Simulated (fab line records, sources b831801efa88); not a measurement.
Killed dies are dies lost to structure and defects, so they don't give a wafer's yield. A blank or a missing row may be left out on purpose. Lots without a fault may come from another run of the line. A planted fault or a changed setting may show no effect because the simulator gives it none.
Tool commonality check | flow gf180mcu | 13 lots, 39 wafers sampled

WHY IT WAS OPENED
At GF_NSD_TW_MEAS_12 the reading NSD_TW is flagged on 1 of 13 lots. Wafers without a fault read 4272, standard deviation 25.
Rule: a lot is flagged when every wafer of it that has a number lies more than 4 standard deviations from that mean, or none has a number. The other lots count as sound.

lot  | measured     | on            | NSD_TW, wafer by wafer | flag
L635 | day 13 06:19 | film_metro-04 | 4277 4293 4295         |
L636 | day 13 18:44 | film_metro-01 | 4278 4313 4290         |
L637 | day 14 01:13 | film_metro-04 | 4333 4299 4294         |
L640 | day 15 03:17 | film_metro-04 | 4296 4330 4303         |
L641 | day 15 11:18 | film_metro-01 | 4256 4245 4234         |
L642 | day 15 21:34 | film_metro-01 | 4241 4264 4264         |
L643 | day 16 02:19 | film_metro-01 | 4251 4242 4278         |
L645 | day 16 19:47 | film_metro-02 | 30 30 30               | FLAGGED
L646 | day 16 22:16 | film_metro-02 | 4244 4244 4243         |
L655 | day 20 07:44 | film_metro-02 | 4261 4267 4274         |
L656 | day 20 22:28 | film_metro-02 | 4265 4288 4266         |
L657 | day 20 23:50 | film_metro-01 | 4278 4274 4271         |
L658 | day 21 04:53 | film_metro-04 | 4321 4316 4313         |
The numbers of the flagged lots are 30 on average: -4242 against the usual, or -99 or more standard deviations.

WHICH TOOL RAN EACH LOT
The record holds 1 process step before the reading, out of a route of 602 steps. In each cell: the tool, then ch and the chambers that the sampled wafers went through, then the start.
lot  | flag    | GF_NSD_EXPOSE_04
L635 |         | iline_stepper-02 ch 0, day 12 20:35
L636 |         | iline_stepper-02 ch 0, day 13 07:40
L637 |         | iline_stepper-01 ch 0, day 13 14:51
L640 |         | iline_stepper-02 ch 0, day 14 16:15
L641 |         | iline_stepper-02 ch 0, day 15 00:06
L642 |         | iline_stepper-02 ch 0, day 15 10:29
L643 |         | iline_stepper-02 ch 0, day 15 15:56
L645 | FLAGGED | iline_stepper-01 ch 0, day 16 08:17
L646 |         | iline_stepper-02 ch 0, day 16 11:04
L655 |         | iline_stepper-02 ch 0, day 19 19:20
L656 |         | iline_stepper-01 ch 0, day 20 09:11
L657 |         | iline_stepper-01 ch 0, day 20 11:11
L658 |         | iline_stepper-01 ch 0, day 20 16:59
What these steps do:
- GF_NSD_EXPOSE_04: exposes mask Nplus, target cd 400 nm.
- GF_NSD_TW_MEAS_12

FLAGGED OVER TOTAL, TOOL BY TOOL (the gauges that took the reading come last)
step              | tool             | lots run | flagged | share of the flagged lots | sound lots run after its first flagged lot
GF_NSD_EXPOSE_04  | iline_stepper-01 | 5        | 1       | all                       | 3 (L656,L657,L658)
GF_NSD_EXPOSE_04  | iline_stepper-02 | 8        | 0       | none                      | -
GF_NSD_TW_MEAS_12 | film_metro-01    | 5        | 0       | none                      | -
GF_NSD_TW_MEAS_12 | film_metro-02    | 4        | 1       | all                       | 3 (L646,L655,L656)
GF_NSD_TW_MEAS_12 | film_metro-04    | 4        | 0       | none                      | -

WHAT THE TABLE ALLOWS
2 rows of the table ran every flagged lot: iline_stepper-01 at GF_NSD_EXPOSE_04, film_metro-02 at GF_NSD_TW_MEAS_12.
- iline_stepper-01 at GF_NSD_EXPOSE_04: 1 of its 5 lots flagged. Sound lots ran on it after the first flagged one (L656, L657, L658), which a lasting fault on the whole tool wouldn't allow.
- film_metro-02 at GF_NSD_TW_MEAS_12: 1 of its 4 lots flagged. Sound lots ran on it after the first flagged one (L646, L655, L656), which a lasting fault on the whole tool wouldn't allow.
No row of the table ran every flagged lot and no sound lot after the first.

WHAT THE SIMULATOR HAD PUT IN
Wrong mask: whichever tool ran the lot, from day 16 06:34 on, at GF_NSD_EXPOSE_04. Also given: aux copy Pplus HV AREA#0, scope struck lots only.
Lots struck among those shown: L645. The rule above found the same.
